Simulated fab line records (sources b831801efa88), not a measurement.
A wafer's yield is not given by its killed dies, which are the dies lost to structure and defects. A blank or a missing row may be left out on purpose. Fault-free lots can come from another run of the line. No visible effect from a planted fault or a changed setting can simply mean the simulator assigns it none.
Matching of chambers + flow gf180mcu + GF_V1_ETCH_16 on rie-diel-01 has 4 sister chambers
The step etches BARC in N2/H2. 16 wafers are shown with their chamber, then 8 later ones without.

EACH WAFER AND ITS CHAMBER
| wafer  | chamber | drypump-motor-current-A (A) | throttle-valve-pct (%) | oes-product-au (a.u.) |
|--------|---------|-----------------------------|------------------------|-----------------------|
| L077.2 | 0       | 5.2                         | 13.242                 | 0.857                 |
| L077.3 | 1       | 5.5                         | 13.214                 | 0.852                 |
| L077.4 | 0       | 5.1                         | 13.206                 | 0.860                 |
| L080.1 | 0       | 5.2                         | 13.219                 | 0.858                 |
| L080.2 | 2       | 6.4                         | 13.217                 | 0.864                 |
| L080.3 | 1       | 5.5                         | 13.222                 | 0.846                 |
| L081.1 | 2       | 6.4                         | 13.207                 | 0.853                 |
| L081.2 | 3       | 6.5                         | 13.235                 | 0.858                 |
| L081.6 | 2       | 6.4                         | 13.216                 | 0.849                 |
| L083.1 | 0       | 5.2                         | 13.222                 | 0.850                 |
| L083.2 | 1       | 5.5                         | 13.218                 | 0.859                 |
| L083.3 | 3       | 6.5                         | 13.218                 | 0.859                 |
| L084.1 | 3       | 6.4                         | 13.223                 | 0.857                 |
| L084.3 | 0       | 5.2                         | 13.232                 | 0.852                 |
| L084.4 | 1       | 5.5                         | 13.224                 | 0.853                 |
| L090.1 | 3       | 6.5                         | 13.223                 | 0.857                 |

SIGNATURES (means of the wafers above)
| reading                 | chamber 0 | chamber 1 | chamber 2 | chamber 3 | scatter within a chamber |
|-------------------------|-----------|-----------|-----------|-----------|--------------------------|
| drypump-motor-current-A | 5.180     | 5.500     | 6.400     | 6.475     | 0.0359                   |
| throttle-valve-pct      | 13.22420  | 13.21950  | 13.21333  | 13.22475  | 0.00921                  |
| oes-product-au          | 0.85540   | 0.85250   | 0.85533   | 0.85775   | 0.00483                  |
Rule: a wafer lies at a distance from a chamber equal to the root of the sum of squares, over the readings, of (its reading less the chamber's mean, divided by the reading's scatter). The wafer belongs to the nearest chamber; if the next one is less than 2 further off, it can't be placed. The scatter: the root of (the sum of the squares of (reading less its chamber's mean) over the shown wafers, divided by (wafers less chambers)).

WAFERS WHOSE CHAMBER IS MISSING
| wafer  | drypump-motor-current-A (A) | throttle-valve-pct (%) | oes-product-au (a.u.) |
|--------|-----------------------------|------------------------|-----------------------|
| L090.4 | 6.5                         | 13.210                 | 0.848                 |
| L090.5 | 5.1                         | 13.227                 | 0.850                 |
| L093.2 | 6.4                         | 13.220                 | 0.866                 |
| L093.5 | 5.2                         | 13.221                 | 0.846                 |
| L093.6 | 6.5                         | 13.241                 | 0.858                 |
| L095.1 | 6.5                         | 13.215                 | 0.848                 |
| L095.2 | 5.1                         | 13.228                 | 0.851                 |
| L095.4 | 6.4                         | 13.219                 | 0.865                 |

EACH ONE'S CHAMBER
| wafer  | from the rows above     | in truth |
|--------|-------------------------|----------|
| L090.4 | can't be placed: 3 or 2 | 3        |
| L090.5 | 0                       | 0        |
| L093.2 | can't be placed: 2 or 3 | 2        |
| L093.5 | 0                       | 0        |
| L093.6 | 3                       | 3        |
| L095.1 | can't be placed: 3 or 2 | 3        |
| L095.2 | 0                       | 0        |
| L095.4 | can't be placed: 2 or 3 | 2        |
4 of 8 placed correctly. From these rows, 4 cannot be placed; in 4 the true chamber is one of the candidates. Wrongly placed: 0.
